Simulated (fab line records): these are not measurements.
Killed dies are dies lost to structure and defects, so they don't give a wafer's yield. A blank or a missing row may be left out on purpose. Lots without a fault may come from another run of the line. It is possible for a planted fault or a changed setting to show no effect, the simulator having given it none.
Which tool was responsible? || flow sky130 || 13 lots with 39 wafers sampled at 5 steps, on a route of 708 steps

## WHAT THE GAUGES READ, wafer by wafer
SKY_FIELD_ISO_BOW_MEAS_00. Usual: INCOMING_BOW -1 um, standard deviation 6.4.
{"lot": "L756", "measured": "day 1 15:00", "on": "film_metro-04", "INCOMING_BOW (um)": "4 3 4", "flag": ""}
{"lot": "L757", "measured": "day 1 20:00", "on": "film_metro-04", "INCOMING_BOW (um)": "-6 -8 0", "flag": ""}
{"lot": "L761", "measured": "day 2 16:02", "on": "film_metro-03", "INCOMING_BOW (um)": "-4 0 1", "flag": ""}
{"lot": "L762", "measured": "day 2 21:00", "on": "film_metro-03", "INCOMING_BOW (um)": "-2 -5 -4", "flag": ""}
{"lot": "L763", "measured": "day 3 02:01", "on": "film_metro-04", "INCOMING_BOW (um)": "-1 -14 -6", "flag": ""}
{"lot": "L765", "measured": "day 3 12:01", "on": "film_metro-03", "INCOMING_BOW (um)": "-8 -5 8", "flag": ""}
{"lot": "L767", "measured": "day 3 22:00", "on": "film_metro-01", "INCOMING_BOW (um)": "9 -5 -3", "flag": ""}
{"lot": "L770", "measured": "day 4 13:00", "on": "film_metro-03", "INCOMING_BOW (um)": "-10 1 -10", "flag": ""}
{"lot": "L771", "measured": "day 4 18:02", "on": "film_metro-04", "INCOMING_BOW (um)": "-4 9 15", "flag": ""}
{"lot": "L773", "measured": "day 5 04:01", "on": "film_metro-03", "INCOMING_BOW (um)": "8 1 -4", "flag": ""}
{"lot": "L776", "measured": "day 5 19:01", "on": "film_metro-03", "INCOMING_BOW (um)": "0 -11 0", "flag": ""}
{"lot": "L777", "measured": "day 6 00:04", "on": "film_metro-01", "INCOMING_BOW (um)": "0 13 1", "flag": ""}
{"lot": "L778", "measured": "day 6 05:00", "on": "film_metro-04", "INCOMING_BOW (um)": "4 2 2", "flag": ""}

SKY_NWELL_OVL_MEAS_10. Usual: NWELL_00_OVL -0.5 nm, standard deviation 1.5.
{"lot": "L756", "measured": "day 4 19:13", "on": "overlay-02", "NWELL_00_OVL (nm)": "-0.5 -0.7 -1.1", "flag": ""}
{"lot": "L757", "measured": "day 5 02:11", "on": "overlay-02", "NWELL_00_OVL (nm)": "-0.8 -0.9 -2.9", "flag": ""}
{"lot": "L761", "measured": "day 6 14:04", "on": "overlay-01", "NWELL_00_OVL (nm)": "-3.1 -1.6 -2.0", "flag": ""}
{"lot": "L762", "measured": "day 6 14:35", "on": "overlay-01", "NWELL_00_OVL (nm)": "3.8 0.0 1.6", "flag": ""}
{"lot": "L763", "measured": "day 7 10:11", "on": "overlay-01", "NWELL_00_OVL (nm)": "-0.2 1.0 0.9", "flag": ""}
{"lot": "L765", "measured": "day 7 10:32", "on": "overlay-02", "NWELL_00_OVL (nm)": "0.5 -0.8 -1.3", "flag": ""}
{"lot": "L767", "measured": "day 8 07:10", "on": "overlay-02", "NWELL_00_OVL (nm)": "-1.9 -0.6 -1.3", "flag": ""}
{"lot": "L770", "measured": "day 8 22:19", "on": "overlay-02", "NWELL_00_OVL (nm)": "2.2 2.8 1.8", "flag": ""}
{"lot": "L771", "measured": "day 8 21:37", "on": "overlay-02", "NWELL_00_OVL (nm)": "-1.6 0.6 -0.2", "flag": ""}
{"lot": "L773", "measured": "day 9 08:15", "on": "overlay-01", "NWELL_00_OVL (nm)": "-2.2 0.2 0.7", "flag": ""}
{"lot": "L776", "measured": "day 9 22:02", "on": "overlay-02", "NWELL_00_OVL (nm)": "-2.0 -1.5 -1.3", "flag": ""}
{"lot": "L777", "measured": "day 9 22:00", "on": "overlay-02", "NWELL_00_OVL (nm)": "1.3 2.0 -1.0", "flag": ""}
{"lot": "L778", "measured": "day 10 07:02", "on": "overlay-02", "NWELL_00_OVL (nm)": "-1.1 -0.1 -1.1", "flag": ""}

SKY_SONOS_TUNNEL_TW_MEAS_12. Usual: SONOS_TUNNEL_TW 196.4, standard deviation 1.4.
{"lot": "L756", "measured": "day 11 16:35", "on": "film_metro-04", "SONOS_TUNNEL_TW": "195.2 195.7 196.4", "flag": ""}
{"lot": "L757", "measured": "day 12 01:50", "on": "film_metro-04", "SONOS_TUNNEL_TW": "196.0 195.9 195.7", "flag": ""}
{"lot": "L761", "measured": "day 14 03:58", "on": "film_metro-03", "SONOS_TUNNEL_TW": "195.3 195.5 195.1", "flag": ""}
{"lot": "L762", "measured": "day 14 06:40", "on": "film_metro-03", "SONOS_TUNNEL_TW": "194.0 194.0 194.2", "flag": ""}
{"lot": "L763", "measured": "day 15 09:04", "on": "film_metro-02", "SONOS_TUNNEL_TW": "197.4 197.8 197.7", "flag": ""}
{"lot": "L765", "measured": "day 15 12:02", "on": "film_metro-03", "SONOS_TUNNEL_TW": "193.9 193.6 192.9", "flag": ""}
{"lot": "L767", "measured": "day 16 13:56", "on": "film_metro-04", "SONOS_TUNNEL_TW": "198.2 197.6 198.0", "flag": ""}
{"lot": "L770", "measured": "day 17 09:33", "on": "film_metro-02", "SONOS_TUNNEL_TW": "197.0 196.7 196.3", "flag": ""}
{"lot": "L771", "measured": "day 17 08:07", "on": "film_metro-02", "SONOS_TUNNEL_TW": "196.7 196.7 197.8", "flag": ""}
{"lot": "L773", "measured": "day 17 22:44", "on": "film_metro-04", "SONOS_TUNNEL_TW": "196.0 196.9 196.7", "flag": ""}
{"lot": "L776", "measured": "day 18 17:22", "on": "film_metro-03", "SONOS_TUNNEL_TW": "195.1 195.1 195.1", "flag": ""}
{"lot": "L777", "measured": "day 18 15:43", "on": "film_metro-03", "SONOS_TUNNEL_TW": "194.8 194.8 194.9", "flag": ""}
{"lot": "L778", "measured": "day 19 05:20", "on": "film_metro-02", "SONOS_TUNNEL_TW": "198.7 199.0 197.7", "flag": ""}

## EACH LOT AND THE TOOL THAT RAN IT (in order: tool; ch and the chambers of the sampled wafers; start)
{"lot": "L756", "SKY_VT_ADJUST_LVTN_COAT_02": "litho_track-03 ch 0, day 6 15:52", "SKY_VT_ADJUST_LVTN_STRIP_09": "plasma_asher-01 ch 0,1, day 7 01:52"}
{"lot": "L757", "SKY_VT_ADJUST_LVTN_COAT_02": "litho_track-02 ch 0, day 6 22:10", "SKY_VT_ADJUST_LVTN_STRIP_09": "plasma_asher-02 ch 0,1, day 7 08:25"}
{"lot": "L761", "SKY_VT_ADJUST_LVTN_COAT_02": "litho_track-03 ch 0, day 8 17:40", "SKY_VT_ADJUST_LVTN_STRIP_09": "plasma_asher-04 ch 0,1, day 9 05:09"}
{"lot": "L762", "SKY_VT_ADJUST_LVTN_COAT_02": "litho_track-01 ch 0, day 8 19:08", "SKY_VT_ADJUST_LVTN_STRIP_09": "plasma_asher-01 ch 0,1, day 9 06:43"}
{"lot": "L763", "SKY_VT_ADJUST_LVTN_COAT_02": "litho_track-01 ch 0, day 9 15:55", "SKY_VT_ADJUST_LVTN_STRIP_09": "plasma_asher-01 ch 0,1, day 10 02:25"}
{"lot": "L765", "SKY_VT_ADJUST_LVTN_COAT_02": "litho_track-03 ch 0, day 9 18:29", "SKY_VT_ADJUST_LVTN_STRIP_09": "plasma_asher-01 ch 0,1, day 10 05:40"}
{"lot": "L767", "SKY_VT_ADJUST_LVTN_COAT_02": "litho_track-02 ch 0, day 10 14:46", "SKY_VT_ADJUST_LVTN_STRIP_09": "plasma_asher-01 ch 0,1, day 11 02:43"}
{"lot": "L770", "SKY_VT_ADJUST_LVTN_COAT_02": "litho_track-01 ch 0, day 11 06:35", "SKY_VT_ADJUST_LVTN_STRIP_09": "plasma_asher-04 ch 0,1, day 11 19:40"}
{"lot": "L771", "SKY_VT_ADJUST_LVTN_COAT_02": "litho_track-02 ch 0, day 11 06:13", "SKY_VT_ADJUST_LVTN_STRIP_09": "plasma_asher-04 ch 0,1, day 11 19:21"}
{"lot": "L773", "SKY_VT_ADJUST_LVTN_COAT_02": "litho_track-01 ch 0, day 11 18:28", "SKY_VT_ADJUST_LVTN_STRIP_09": "plasma_asher-01 ch 0,1, day 12 05:55"}
{"lot": "L776", "SKY_VT_ADJUST_LVTN_COAT_02": "litho_track-03 ch 0, day 12 09:05", "SKY_VT_ADJUST_LVTN_STRIP_09": "plasma_asher-04 ch 0,1, day 12 22:13"}
{"lot": "L777", "SKY_VT_ADJUST_LVTN_COAT_02": "litho_track-02 ch 0, day 12 07:56", "SKY_VT_ADJUST_LVTN_STRIP_09": "plasma_asher-01 ch 0,1, day 12 21:05"}
{"lot": "L778", "SKY_VT_ADJUST_LVTN_COAT_02": "litho_track-02 ch 0, day 12 18:07", "SKY_VT_ADJUST_LVTN_STRIP_09": "plasma_asher-04 ch 0,1, day 13 07:28"}
- SKY_VT_ADJUST_LVTN_COAT_02: resist thk 3000 nm.
- SKY_VT_ADJUST_LVTN_STRIP_09: strips in O2/N2.

## WHAT THE TOOLS THEMSELVES READ (means of the sampled wafers that have a number; where no wafer has one, the mark that the record gives instead)
SKY_VT_ADJUST_LVTN_COAT_02. Usual: resist_line_temp_C 23.03 C, standard deviation 0.11.
{"lot": "L756", "tool": "litho_track-03", "resist_line_temp_C (C)": 22.85, "flag": ""}
{"lot": "L757", "tool": "litho_track-02", "resist_line_temp_C (C)": 23.11, "flag": ""}
{"lot": "L761", "tool": "litho_track-03", "resist_line_temp_C (C)": 23.02, "flag": ""}
{"lot": "L762", "tool": "litho_track-01", "resist_line_temp_C (C)": 22.96, "flag": ""}
{"lot": "L763", "tool": "litho_track-01", "resist_line_temp_C (C)": 22.98, "flag": ""}
{"lot": "L765", "tool": "litho_track-03", "resist_line_temp_C (C)": 23.22, "flag": ""}
{"lot": "L767", "tool": "litho_track-02", "resist_line_temp_C (C)": 22.99, "flag": ""}
{"lot": "L770", "tool": "litho_track-01", "resist_line_temp_C (C)": 23.07, "flag": ""}
{"lot": "L771", "tool": "litho_track-02", "resist_line_temp_C (C)": 22.97, "flag": ""}
{"lot": "L773", "tool": "litho_track-01", "resist_line_temp_C (C)": 23.10, "flag": ""}
{"lot": "L776", "tool": "litho_track-03", "resist_line_temp_C (C)": 23.16, "flag": ""}
{"lot": "L777", "tool": "litho_track-02", "resist_line_temp_C (C)": 23.10, "flag": ""}
{"lot": "L778", "tool": "litho_track-02", "resist_line_temp_C (C)": 23.04, "flag": ""}

SKY_VT_ADJUST_LVTN_STRIP_09. Usual: drypump_motor_current_A 5.4 A, standard deviation 0.37; oes_product_au 0.722 a.u., standard deviation 0.0044; strip_time_to_endpoint_s 36.97 s, standard deviation 0.11.
{"lot": "L756", "tool": "plasma_asher-01", "drypump_motor_current_A (A)": 5.4, "oes_product_au (a.u.)": 0.722, "strip_time_to_endpoint_s (s)": 36.90, "flag": ""}
{"lot": "L757", "tool": "plasma_asher-02", "drypump_motor_current_A (A)": 5.5, "oes_product_au (a.u.)": 0.721, "strip_time_to_endpoint_s (s)": 36.76, "flag": ""}
{"lot": "L761", "tool": "plasma_asher-04", "drypump_motor_current_A (A)": 5.6, "oes_product_au (a.u.)": 0.722, "strip_time_to_endpoint_s (s)": 36.91, "flag": ""}
{"lot": "L762", "tool": "plasma_asher-01", "drypump_motor_current_A (A)": 5.2, "oes_product_au (a.u.)": 0.725, "strip_time_to_endpoint_s (s)": 37.04, "flag": ""}
{"lot": "L763", "tool": "plasma_asher-01", "drypump_motor_current_A (A)": 5.4, "oes_product_au (a.u.)": 0.725, "strip_time_to_endpoint_s (s)": 37.07, "flag": ""}
{"lot": "L765", "tool": "plasma_asher-01", "drypump_motor_current_A (A)": 5.5, "oes_product_au (a.u.)": 0.721, "strip_time_to_endpoint_s (s)": 36.91, "flag": ""}
{"lot": "L767", "tool": "plasma_asher-01", "drypump_motor_current_A (A)": 5.2, "oes_product_au (a.u.)": 0.725, "strip_time_to_endpoint_s (s)": 36.96, "flag": ""}
{"lot": "L770", "tool": "plasma_asher-04", "drypump_motor_current_A (A)": 5.4, "oes_product_au (a.u.)": 0.723, "strip_time_to_endpoint_s (s)": 35.34, "flag": "OFF"}
{"lot": "L771", "tool": "plasma_asher-04", "drypump_motor_current_A (A)": 5.4, "oes_product_au (a.u.)": 0.726, "strip_time_to_endpoint_s (s)": 37.04, "flag": ""}
{"lot": "L773", "tool": "plasma_asher-01", "drypump_motor_current_A (A)": 5.2, "oes_product_au (a.u.)": 0.716, "strip_time_to_endpoint_s (s)": 35.73, "flag": "OFF"}
{"lot": "L776", "tool": "plasma_asher-04", "drypump_motor_current_A (A)": 5.4, "oes_product_au (a.u.)": 0.723, "strip_time_to_endpoint_s (s)": 37.03, "flag": ""}
{"lot": "L777", "tool": "plasma_asher-01", "drypump_motor_current_A (A)": 5.5, "oes_product_au (a.u.)": 0.721, "strip_time_to_endpoint_s (s)": 36.94, "flag": ""}
{"lot": "L778", "tool": "plasma_asher-04", "drypump_motor_current_A (A)": 5.4, "oes_product_au (a.u.)": 0.722, "strip_time_to_endpoint_s (s)": 37.02, "flag": ""}

## THE ANSWER, worked out from the rows above alone
Rule: lot off if the mean of its wafers having a number is beyond 3 standard deviations from the usual mean. A lot without any number at a reading at which 4 lots or more have one is off too. Where the step has rows for the other lots, those lots are counted as sound. The gauges are gone through in route order, then the tools' own readings, and for those a lot's mean is taken as printed above. At the first step where some lot is off, the reading lying furthest off is the one used; lots without a number count as furthest.
Off: L770, L773, at SKY_VT_ADJUST_LVTN_STRIP_09 (strip_time_to_endpoint_s).
A tool fits if, at that step or a process step before it, it ran every lot that is off, and no sound lot after the first of them. One fits: SKY_VT_ADJUST_LVTN_COAT_02 on litho_track-01. Its last sound lot is L763 (day 9 15:55), its first lot that is off L770 (day 11 06:35): a fault that began between those two fits.

## WHAT THE SIMULATOR HAD INSERTED
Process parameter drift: litho_track-01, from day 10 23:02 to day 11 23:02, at SKY_VT_ADJUST_LVTN_COAT_02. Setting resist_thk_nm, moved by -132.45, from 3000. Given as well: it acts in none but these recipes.
Shown lots that were struck: L770, L773. The rule above found the same.
